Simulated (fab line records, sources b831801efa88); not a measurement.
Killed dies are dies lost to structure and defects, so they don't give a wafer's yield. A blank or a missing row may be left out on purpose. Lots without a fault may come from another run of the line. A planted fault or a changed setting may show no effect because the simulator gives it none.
Chamber matching | flow sky130 | SKY_VIA3_CMP_24 on cmp-02: 4 sister chambers
The step polishes, stops on SiO2, t overpolish 20 s, target thk 0 nm. 14 wafers are shown with their chamber, then 7 later ones without.

WAFERS WITH THEIR CHAMBER
wafer  | chamber | motor_current_A (A) | time_to_endpoint_s (s) | overpolish_run_s (s)
L536.1 | 2       | 10.6                | 96                     | 19.984
L536.2 | 1       | 11.3                | 96                     | 19.995
L536.5 | 3       | 12.3                | 97                     | 19.992
L537.3 | 3       | 12.0                | 95                     | 19.993
L537.4 | 1       | 11.3                | 99                     | 20.000
L537.6 | 1       | 10.9                | 94                     | 19.997
L540.1 | 0       | 10.2                | 93                     | 19.991
L540.3 | 3       | 12.1                | 95                     | 20.001
L540.5 | 3       | 12.9                | 98                     | 20.008
L541.1 | 3       | 12.9                | 90                     | 19.999
L541.3 | 0       | 9.8                 | 90                     | 20.006
L541.6 | 3       | 12.1                | 90                     | 19.995
L542.3 | 2       | 10.0                | 102                    | 19.991
L542.5 | 1       | 11.3                | 102                    | 20.015

SIGNATURES (means of the wafers above)
reading            | chamber 0 | chamber 1 | chamber 2 | chamber 3 | scatter within a chamber
motor_current_A    | 10.000    | 11.200    | 10.300    | 12.383    | 0.35
time_to_endpoint_s | 91.50     | 97.75     | 99.00     | 94.17     | 3.44
overpolish_run_s   | 19.99850  | 20.00175  | 19.98750  | 19.99800  | 0.00751
Rule: a wafer's distance from a chamber is the root of the sum, over the readings, of the square of ((its reading less the chamber's mean) divided by the reading's scatter). The wafer belongs to the nearest chamber; if the next one is less than 2 further off, it can't be placed. The scatter: the root of (the sum of the squares of (reading less its chamber's mean) over the shown wafers, divided by (wafers less chambers)).

WAFERS WITHOUT THEIR CHAMBER
wafer  | motor_current_A (A) | time_to_endpoint_s (s) | overpolish_run_s (s)
L542.6 | 9.9                 | 101                    | 20.007
L543.1 | 10.0                | 99                     | 20.002
L543.2 | 10.0                | 89                     | 19.986
L543.4 | 11.1                | 94                     | 19.997
L548.3 | 11.3                | 94                     | 19.981
L548.4 | 9.6                 | 92                     | 20.001
L548.6 | 9.9                 | 87                     | 19.985

WHICH CHAMBER EACH WENT THROUGH
wafer  | from the rows above               | in truth
L542.6 | can't be placed: 2 or 0 or 1      | 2
L543.1 | can't be placed: 2 or 0 or 1      | 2
L543.2 | can't be placed: 0 or 2           | 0
L543.4 | can't be placed: 1 or 2 or 0      | 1
L548.3 | can't be placed: 1 or 2 or 3 or 0 | 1
L548.4 | 0                                 | 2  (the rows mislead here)
L548.6 | can't be placed: 0 or 2           | 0
Placed correctly: 0 of 7. Can't be placed from these rows: 6 (the true chamber is among the candidates in 6). Placed wrongly: 1.
